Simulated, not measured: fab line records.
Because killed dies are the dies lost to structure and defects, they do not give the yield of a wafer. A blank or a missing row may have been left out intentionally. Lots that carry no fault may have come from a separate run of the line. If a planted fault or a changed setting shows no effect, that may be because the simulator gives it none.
fab line records ; flow sky130
[record] lots = 6; wafers = 18; last-day = 50
route steps=708 shown METAL1@436 PAD_OPEN@708
lots untouched by any fault: they come from a run of this same line in which no faults occurred
start-h: hours from the record's opening day to when the first of the lot's shown wafers began ; wait-h: hours since the lot's step before ; " same as the row above ; L1.1+2: a single row standing in for several wafers ; - value missing, or start not given ; * or withheld: withheld ; < > ~ a bound
route shown NAME@n: names a module that has steps shown in the file, with the first one's number in the route ; usual: mean/standard deviation taken from wafers without a fault ; same: alike in all rows ; chamber/n: place in a boat ; sites: the reading at each site ; _std_site: standard deviation across them ; _edge_site: the outer-site mean with the inner-site mean subtracted ; radius-mm: how far each site lies from the wafer's centre ; mask NAME#n: copy n ; behind: the most recent tool/chamber to have shaped the wafer ; hold: why the lot went on hold/how many hours it stayed there/how the hold came to an end ; device: names the non-switching transistor (n, p or np) ; end of line: the same wafers' tests at the end of the route ; a step given without rows: its recipe and nothing more ; killed: dies lost to structure and defects at the first sort, not the wafer's yield ; map: per-die view of a wafer (x killed, . not killed, _ where there is no die)
set.NAME: the setting the step ran with; set.NAME@STEP: the setting that earlier step ran with ; model.NAME: the simulator's own value behind a step, which no gauge read
lots at selected steps of the route; one table per step, one row per wafer
services: when a tool's chamber went out of use (start-h, in hours from the record's first day, below 0 if earlier), for how many hours, and the reason
[[steps]]
[step SKY_METAL1_SPUTTER_02]
[recipe] material = AlCu; target-thk-nm = 250; power-w = 10600; time-s = 13.3; chamber-pressure-pa = 0.4
[usual] throttle-valve-pct = 30.2/1
lot.wafer;tool;chamber;start-h;wait-h;throttle-valve-pct
L257.3;pvd-sputter-02;-;767.14;0.0;28.0
L257.4;pvd-sputter-02;-;767.14;0.0;30.8
L257.6;pvd-sputter-02;-;767.14;0.0;30.8
L259.3;pvd-sputter-04;-;780.55;0.0;30.3
L259.4;pvd-sputter-04;-;780.55;0.0;31.0
L259.6;pvd-sputter-04;-;780.55;0.0;30.2
L261.2;pvd-sputter-03;-;790.58;0.0;29.9
L261.5;pvd-sputter-03;-;790.58;0.0;31.1
L261.6;pvd-sputter-03;-;790.58;0.0;29.6
L267.1;pvd-sputter-04;-;837.49;0.0;29.8
L267.3;pvd-sputter-04;-;837.49;0.0;30.7
L267.5;pvd-sputter-04;-;837.49;0.0;31.2
L269.1;pvd-sputter-04;-;851.89;0.0;29.4
L269.3;pvd-sputter-04;-;851.89;0.0;30.3
L269.4;pvd-sputter-04;-;851.89;0.0;31.5
L278.2;pvd-sputter-04;-;900.38;0.0;30.8
L278.4;pvd-sputter-04;-;900.38;0.0;30.7
L278.5;pvd-sputter-04;-;900.38;0.0;29.5
[step SKY_METAL1_SPUTTER_03]
[recipe] material = Ti; target-thk-nm = 5; power-w = 3000; time-s = 3.3; chamber-pressure-pa = 0.4
[usual] throttle-valve-pct = 30.2/1
lot.wafer;tool;chamber;start-h;wait-h;throttle-valve-pct
L257.3;pvd-sputter-02;-;767.16;0.0;28.4
L257.4;pvd-sputter-02;-;767.16;0.0;30.8
L257.6;pvd-sputter-02;-;767.16;0.0;30.6
L259.3;pvd-sputter-04;-;780.57;0.0;30.0
L259.4;pvd-sputter-04;-;780.57;0.0;30.7
L259.6;pvd-sputter-04;-;780.57;0.0;30.1
L261.2;pvd-sputter-03;-;790.61;0.0;29.8
L261.5;pvd-sputter-03;-;790.61;0.0;30.8
L261.6;pvd-sputter-03;-;790.61;0.0;29.4
L267.1;pvd-sputter-04;-;837.51;0.0;29.5
L267.3;pvd-sputter-04;-;837.51;0.0;31.0
L267.5;pvd-sputter-04;-;837.51;0.0;31.6
L269.1;pvd-sputter-04;-;851.91;0.0;29.7
L269.3;pvd-sputter-04;-;851.91;0.0;30.2
L269.4;pvd-sputter-04;-;851.91;0.0;31.4
L278.2;pvd-sputter-04;-;900.40;0.0;31.0
L278.4;pvd-sputter-04;-;900.40;0.0;31.1
L278.5;pvd-sputter-04;-;900.40;0.0;29.8
[step SKY_METAL1_SPUTTER_04]
[recipe] material = TiN; target-thk-nm = 70; power-w = 6500; time-s = 58.3; chamber-pressure-pa = 0.4
[usual] throttle-valve-pct = 30.2/1
lot.wafer;tool;chamber;start-h;wait-h;throttle-valve-pct
L257.3;pvd-sputter-02;-;767.18;0.0;28.6
L257.4;pvd-sputter-02;-;767.18;0.0;31.0
L257.6;pvd-sputter-02;-;767.18;0.0;31.1
L259.3;pvd-sputter-04;-;780.59;0.0;30.2
L259.4;pvd-sputter-04;-;780.59;0.0;30.9
L259.6;pvd-sputter-04;-;780.59;0.0;30.3
L261.2;pvd-sputter-03;-;790.63;0.0;29.5
L261.5;pvd-sputter-03;-;790.63;0.0;31.0
L261.6;pvd-sputter-03;-;790.63;0.0;29.3
L267.1;pvd-sputter-04;-;837.53;0.0;29.6
L267.3;pvd-sputter-04;-;837.53;0.0;30.9
L267.5;pvd-sputter-04;-;837.53;0.0;31.6
L269.1;pvd-sputter-04;-;851.93;0.0;29.5
L269.3;pvd-sputter-04;-;851.93;0.0;30.1
L269.4;pvd-sputter-04;-;851.93;0.0;31.7
L278.2;pvd-sputter-04;-;900.42;0.0;30.9
L278.4;pvd-sputter-04;-;900.42;0.0;30.9
L278.5;pvd-sputter-04;-;900.42;0.0;29.8
[step SKY_METAL1_RS_MEAS_05]
[recipe] thk-meas-gauge = four-point-probe; reads = TiN_of_METAL1_SPUTTER_04+Ti_of_METAL1_SPUTTER_03+AlCu_of_METAL1_SPUTTER_02+TiN_of_METAL1_SPUTTER_01+Ti_of_METAL1_SPUTTER_00
[usual] METAL1_ALCU_RS = 0.1265/0.0016
lot.wafer;tool;chamber;start-h;wait-h;METAL1_ALCU_RS[ohm/sq]
L257.3;film-metro-02;-;767.27;0.1;0.1286
L257.4;film-metro-02;-;767.27;0.1;0.1280
L257.6;film-metro-02;-;767.27;0.1;0.1296
L259.3;film-metro-04;-;780.68;0.1;0.1273
L259.4;film-metro-04;-;780.68;0.1;0.1283
L259.6;film-metro-04;-;780.68;0.1;0.1268
L261.2;film-metro-03;-;790.69;0.0;0.1258
L261.5;film-metro-03;-;790.69;0.0;0.1256
L261.6;film-metro-03;-;790.69;0.0;0.1249
L267.1;film-metro-03;-;837.58;0.0;0.1239
L267.3;film-metro-03;-;837.58;0.0;0.1272
L267.5;film-metro-03;-;837.58;0.0;0.1260
L269.1;film-metro-03;-;851.98;0.0;0.1254
L269.3;film-metro-03;-;851.98;0.0;0.1281
L269.4;film-metro-03;-;851.98;0.0;0.1274
L278.2;film-metro-03;-;900.49;0.0;0.1267
L278.4;film-metro-03;-;900.49;0.0;0.1268
L278.5;film-metro-03;-;900.49;0.0;0.1242
[step SKY_METAL1_THK_MEAS_06]
[recipe] thk-meas-gauge = xrf; reads = AlCu_of_METAL1_SPUTTER_02
[usual] METAL1_ALCU_THK = 251.1/2.9
lot.wafer;tool;chamber;start-h;wait-h;METAL1_ALCU_THK[nm]
L257.3;film-metro-02;-;767.37;0.1;247.2
L257.4;film-metro-02;-;767.37;0.1;249.6
L257.6;film-metro-02;-;767.37;0.1;246.6
L259.3;film-metro-04;-;780.78;0.1;247.7
L259.4;film-metro-04;-;780.78;0.1;249.1
L259.6;film-metro-04;-;780.78;0.1;249.8
L261.2;film-metro-03;-;790.80;0.1;249.7
L261.5;film-metro-03;-;790.80;0.1;250.1
L261.6;film-metro-03;-;790.80;0.1;254.6
L267.1;film-metro-03;-;837.70;0.1;255.8
L267.3;film-metro-03;-;837.70;0.1;251.6
L267.5;film-metro-03;-;837.70;0.1;254.0
L269.1;film-metro-03;-;852.10;0.1;252.3
L269.3;film-metro-03;-;852.10;0.1;247.7
L269.4;film-metro-03;-;852.10;0.1;248.1
L278.2;film-metro-03;-;900.60;0.1;252.4
L278.4;film-metro-03;-;900.60;0.1;251.1
L278.5;film-metro-03;-;900.60;0.1;255.5
[step SKY_METAL1_DEHYDRATE_07]
[recipe] temp-c = 200; time-s = 60
[step SKY_METAL1_HMDS_08]
[recipe] prime-time-s = 60; prime-temp-c = 120
[step SKY_METAL1_COAT_09]
[recipe] resist = BARC; temp-c = withheld; time-s = withheld; spin-rpm = 3000; resist-thk-nm = 60
[step SKY_METAL1_COAT_10]
[recipe] resist = KrF-thick; spin-rpm = 3000; resist-thk-nm = 450
[step SKY_METAL1_SOFTBAKE_11]
[recipe] temp-c = 100; time-s = 90; resist = KrF-thick
[step SKY_METAL1_EXPOSE_12]
[recipe] mask-id = MM1; na = 0.8; source-shape = annular; sigma-inner = 0.55; sigma-outer = 0.85; target-cd-nm = 140; dose-mj = 28
[step SKY_METAL1_PEB_13]
[recipe] peb-temp-c = withheld; peb-time-s = withheld; resist = KrF-thick
[step SKY_METAL1_DEVELOP_14]
[recipe] develop-time-s = 58.85; resist = KrF-thick; dev-temp-c = 21
[usual] developer-temp-C = 21.01/0.099
lot.wafer;tool;chamber;start-h;wait-h;developer-temp-C
L257.3;litho-track-04;0;793;-;21.15
L257.4;litho-track-04;0;793;-;21.08
L257.6;litho-track-04;0;794;-;21.12
L259.3;litho-track-01;0;805;-;20.94
L259.4;litho-track-01;0;805;-;21.07
L259.6;litho-track-01;0;805;-;21.04
L261.2;litho-track-04;0;817;-;21.00
L261.5;litho-track-04;0;817;-;20.91
L261.6;litho-track-04;0;817;-;21.07
L267.1;litho-track-04;0;862;-;20.02
L267.3;litho-track-04;0;862;-;20.11
L267.5;litho-track-04;0;862;-;20.04
L269.1;litho-track-04;0;877;-;20.16
L269.3;litho-track-04;0;878;-;20.15
L269.4;litho-track-04;0;878;-;20.07
L278.2;litho-track-01;0;924;-;21.05
L278.4;litho-track-01;0;924;-;21.12
L278.5;litho-track-01;0;924;-;21.17
[step SKY_METAL1_CD_MEAS_15]
[recipe] target-cd-nm = 140
[usual] cd-nm = 139.9/1.7
lot.wafer;tool;chamber;start-h;wait-h;cd-nm
L257.3;cd-sem-01;-;794.09;-;142.5
L257.4;cd-sem-01;-;794.09;-;144.1
L257.6;cd-sem-01;-;794.09;-;143.2
L259.3;cd-sem-02;-;805.85;-;140.5
L259.4;cd-sem-02;-;805.85;-;139.3
L259.6;cd-sem-02;-;805.85;-;141.9
L261.2;cd-sem-02;-;817.42;-;138.4
L261.5;cd-sem-02;-;817.42;-;138.9
L261.6;cd-sem-02;-;817.42;-;138.0
L267.1;cd-sem-02;-;862.95;-;140.7
L267.3;cd-sem-02;-;862.95;-;140.6
L267.5;cd-sem-02;-;862.95;-;139.6
L269.1;cd-sem-02;-;878.18;-;141.6
L269.3;cd-sem-02;-;878.18;-;141.5
L269.4;cd-sem-02;-;878.18;-;143.7
L278.2;cd-sem-02;-;924.63;-;138.4
L278.4;cd-sem-02;-;924.63;-;138.2
L278.5;cd-sem-02;-;924.63;-;138.9
[step SKY_PAD_OPEN_PROBE_99]
[usual] defect-limited-yield = 82.6/1.9; killed_at_M0_to_M3 = 43/7.1; killed_at_M4_up = 3.0/1.6; killed-at-contacts = 24/5.3; killed-at-front-end = 16/4.1; killed-at-other = 0.5/0.82; killed-dies = 86/9.4; killed-on-rim = 17/4.1; killed-open = 46/6.9; killed-short = 39/6.5; sort_bin_3_pad_short = 0.9/0.45; sort_bin_5_function = 10.3/1.5; sort_bin_6_memory = 6.2/1.1; sort-n-pass = 406/9.4; sort-yield-pct = 82.6/1.9
[same] gross-dies = 492; killed-at-back-side = 0; sort_bin_4_leakage[%] = 0; sort_bin_8_speed[%] = 0
lot.wafer;tool;chamber;start-h;wait-h;defect-limited-yield[%];killed_at_M0_to_M3;killed_at_M4_up;killed-at-contacts;killed-at-front-end;killed-at-other;killed-dies;killed-on-rim;killed-open;killed-short;sort_bin_3_pad_short[%];sort_bin_5_function[%];sort_bin_6_memory[%];sort-n-pass;sort-yield-pct[%]
L257.3;prober-01;-;1097.65;0.2;80.5;47;3;29;17;0;96;17;54;42;1.4;11.2;6.9;396;80.5
L257.4;prober-01;-;1097.70;0.2;77.2;67;4;23;16;2;112;22;56;56;1.0;15.0;6.7;380;77.2
L257.6;prober-01;-;1097.80;0.2;80.9;47;2;22;22;1;94;17;49;45;1.4;12.2;5.5;398;80.9
L259.3;prober-02;-;1108.53;0.2;81.1;49;4;21;14;5;93;22;47;42;0.4;12.2;6.3;399;81.1
L259.4;prober-02;-;1108.58;0.2;82.9;38;4;24;16;2;84;13;40;42;1.8;9.8;5.5;408;82.9
L259.6;prober-02;-;1108.68;0.2;83.1;33;3;26;19;2;83;18;52;29;0.6;8.5;7.7;409;83.1
L261.2;prober-02;-;1118.28;0.1;82.5;54;2;16;14;0;86;14;51;34;1.2;10.4;5.9;406;82.5
L261.5;prober-02;-;1118.43;0.2;85.8;31;6;20;13;0;70;19;32;38;1.2;6.1;6.9;422;85.8
L261.6;prober-02;-;1118.48;0.2;85.4;39;3;16;14;0;72;18;45;27;0.2;7.9;6.5;420;85.4
L267.1;prober-02;-;1150.57;0.1;81.1;40;2;38;13;0;93;21;52;40;0.8;10.6;7.5;399;81.1
L267.3;prober-02;-;1150.67;0.2;83.1;42;3;24;14;0;83;17;51;28;0.6;9.1;7.1;409;83.1
L267.5;prober-02;-;1150.77;0.2;79.3;47;4;25;26;0;102;19;48;54;1.2;11.4;8.1;390;79.3
L269.1;prober-01;-;1162.29;0.1;84.8;35;4;23;13;0;75;16;38;37;0.6;9.3;5.3;417;84.8
L269.3;prober-01;-;1162.39;0.2;77.4;55;1;32;23;0;111;22;70;41;1.0;13.2;8.3;381;77.4
L269.4;prober-01;-;1162.44;0.2;85.2;47;5;11;10;0;73;12;30;42;0.4;8.5;5.9;419;85.2
L278.2;prober-01;-;1196.19;0.1;82.9;45;3;16;20;0;84;23;43;40;1.0;11.6;4.5;408;82.9
L278.4;prober-01;-;1196.29;0.2;81.9;48;5;22;13;1;89;17;41;47;0.6;11.2;6.3;403;81.9
L278.5;prober-01;-;1196.34;0.2;81.9;44;7;27;10;1;89;17;55;33;1.4;9.3;7.3;403;81.9
// killed by level:class
L257.3 VIA3:geometric-particle:open=17 VIA1:geometric-particle:open=11 FIELD_ISO:geometric-particle:short=7 CONTACT:geometric-particle:open=7 CONTACT:geometric-particle:short=7 LI_CONTACT:geometric-particle:open=6 LOCAL_INTERCONNECT:geometric-particle:short=6 VIA2:geometric-particle:open=5
L257.4 VIA1:geometric-particle:open=15 VIA1:geometric-particle:short=11 VIA2:geometric-particle:open=9 LI_CONTACT:geometric-particle:open=8 METAL1:geometric-particle:short=8 POLY_GATE:geometric-particle:short=6 FIELD_ISO:geometric-particle:open=5 LOCAL_INTERCONNECT:geometric-particle:short=5
L257.6 CONTACT:geometric-particle:open=9 VIA1:geometric-particle:open=9 METAL2:geometric-particle:short=7 VIA2:geometric-particle:open=7 POLY_GATE:geometric-particle:open=6 METAL1:geometric-particle:short=6 FIELD_ISO:geometric-particle:short=5 FIELD_ISO:geometric-particle:open=5
L259.3 VIA1:geometric-particle:open=10 VIA2:geometric-particle:open=9 CONTACT:geometric-particle:open=7 LI_CONTACT:geometric-particle:open=6 METAL1:geometric-particle:short=6 VIA3:geometric-particle:open=5 VIA3:geometric-particle:short=5 POLY_GATE:geometric-particle:short=4
L259.4 CONTACT:geometric-particle:open=10 VIA1:geometric-particle:open=9 VIA3:geometric-particle:open=7 LOCAL_INTERCONNECT:geometric-particle:short=5 VIA1:geometric-particle:short=5 VIA2:geometric-particle:short=5 LI_CONTACT:geometric-particle:open=4 FIELD_ISO:geometric-particle:short=3
L259.6 CONTACT:geometric-particle:open=10 LI_CONTACT:geometric-particle:open=9 VIA1:geometric-particle:open=7 VIA2:geometric-particle:open=6 METAL2:geometric-particle:short=4 VIA3:geometric-particle:open=4 FIELD_ISO:geometric-particle:open=3 POLY_GATE:geometric-particle:open=3
L261.2 VIA1:geometric-particle:open=13 CONTACT:geometric-particle:open=8 VIA3:geometric-particle:open=7 METAL2:geometric-particle:short=6 VIA2:geometric-particle:open=6 FIELD_ISO:geometric-particle:short=5 METAL1:geometric-particle:short=4 VIA2:geometric-particle:short=4
L261.5 METAL1:geometric-particle:short=9 LI_CONTACT:geometric-particle:open=8 CONTACT:geometric-particle:open=7 FIELD_ISO:geometric-particle:short=6 VIA1:geometric-particle:open=6 METAL4:geometric-particle:short=6 METAL2:geometric-particle:short=5 VIA3:geometric-particle:open=4
L261.6 VIA1:geometric-particle:open=10 METAL2:geometric-particle:short=6 VIA3:geometric-particle:open=6 CONTACT:geometric-particle:open=5 VIA2:geometric-particle:open=5 FIELD_ISO:geometric-particle:open=4 LI_CONTACT:geometric-particle:open=4 FIELD_ISO:geometric-particle:short=3
L267.1 CONTACT:geometric-particle:open=13 LI_CONTACT:geometric-particle:open=9 VIA1:geometric-particle:open=9 VIA2:geometric-particle:open=7 VIA1:geometric-particle:short=6 LOCAL_INTERCONNECT:geometric-particle:short=5 METAL2:geometric-particle:short=5 LI_CONTACT:geometric-particle:short=4
L267.3 CONTACT:geometric-particle:open=10 VIA1:geometric-particle:open=10 FIELD_ISO:geometric-particle:open=7 VIA3:geometric-particle:open=7 LI_CONTACT:geometric-particle:open=6 CONTACT:geometric-particle:short=6 VIA2:geometric-particle:open=6 METAL2:geometric-particle:short=5
L267.5 CONTACT:geometric-particle:short=9 VIA1:geometric-particle:open=9 VIA3:geometric-particle:open=8 METAL2:geometric-particle:short=7 POLY_GATE:geometric-particle:short=6 LI_CONTACT:geometric-particle:open=5 LOCAL_INTERCONNECT:geometric-particle:short=5 CONTACT:geometric-particle:open=5
L269.1 CONTACT:geometric-particle:open=13 VIA1:geometric-particle:open=8 METAL2:geometric-particle:short=5 VIA3:geometric-particle:short=5 POLY_GATE:geometric-particle:open=4 METAL4:geometric-particle:short=4 VIA2:geometric-particle:short=3 POLY_GATE:geometric-particle:short=3
L269.3 CONTACT:geometric-particle:open=14 VIA1:geometric-particle:open=13 POLY_GATE:geometric-particle:open=10 VIA2:geometric-particle:open=10 LI_CONTACT:geometric-particle:open=9 VIA3:geometric-particle:open=7 CONTACT:geometric-particle:short=6 VIA1:geometric-particle:short=6
L269.4 VIA1:geometric-particle:open=13 METAL2:geometric-particle:short=7 VIA1:geometric-particle:short=5 VIA2:geometric-particle:open=4 METAL3:geometric-particle:short=4 FIELD_ISO:geometric-particle:short=3 LI_CONTACT:geometric-particle:short=3 CONTACT:geometric-particle:short=3
L278.2 FIELD_ISO:geometric-particle:open=9 VIA1:geometric-particle:open=9 CONTACT:geometric-particle:open=7 METAL2:geometric-particle:short=7 FIELD_ISO:geometric-particle:short=6 VIA3:geometric-particle:short=6 VIA3:geometric-particle:open=5 CONTACT:geometric-particle:short=4
L278.4 VIA1:geometric-particle:short=11 LI_CONTACT:geometric-particle:open=9 VIA1:geometric-particle:open=7 METAL2:geometric-particle:short=7 VIA2:geometric-particle:open=7 VIA3:geometric-particle:open=7 CONTACT:geometric-particle:open=5 FIELD_ISO:geometric-particle:open=4
L278.5 VIA1:geometric-particle:open=14 LI_CONTACT:geometric-particle:open=10 CONTACT:geometric-particle:open=10 METAL1:geometric-particle:short=7 METAL4:geometric-particle:short=7 VIA2:geometric-particle:open=6 METAL2:geometric-particle:short=5 FIELD_ISO:geometric-particle:open=3
[[services]]
tool;chamber;start-h;hours;kind
pvd-sputter-02;-;788.46;1.8;repair
pvd-sputter-04;-;880.49;1.2;repair
pvd-sputter-03;-;889.81;9.0;repair
pvd-sputter-02;-;900.89;1.3;repair
[[key]]
[first-sign] step = SKY_METAL1_DEVELOP_14; reading = developer-temp-C; direction = down; sigmas = 9.2; usual = *; struck = *
effect none on later readings
met-at SKY_METAL1_DEVELOP_14
struck-wafers L267.1,L267.3,L267.5,L269.1,L269.3,L269.4
onset-between 817 862
[fault] kind = process-parameter-drift; tool = litho-track-04; chamber = -; onset-h = 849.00; steps = SKY_METAL1_DEVELOP_14; channel = dev-temp-c; offset = *; shape = step; end-h = 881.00; acts-in = *; stated = *
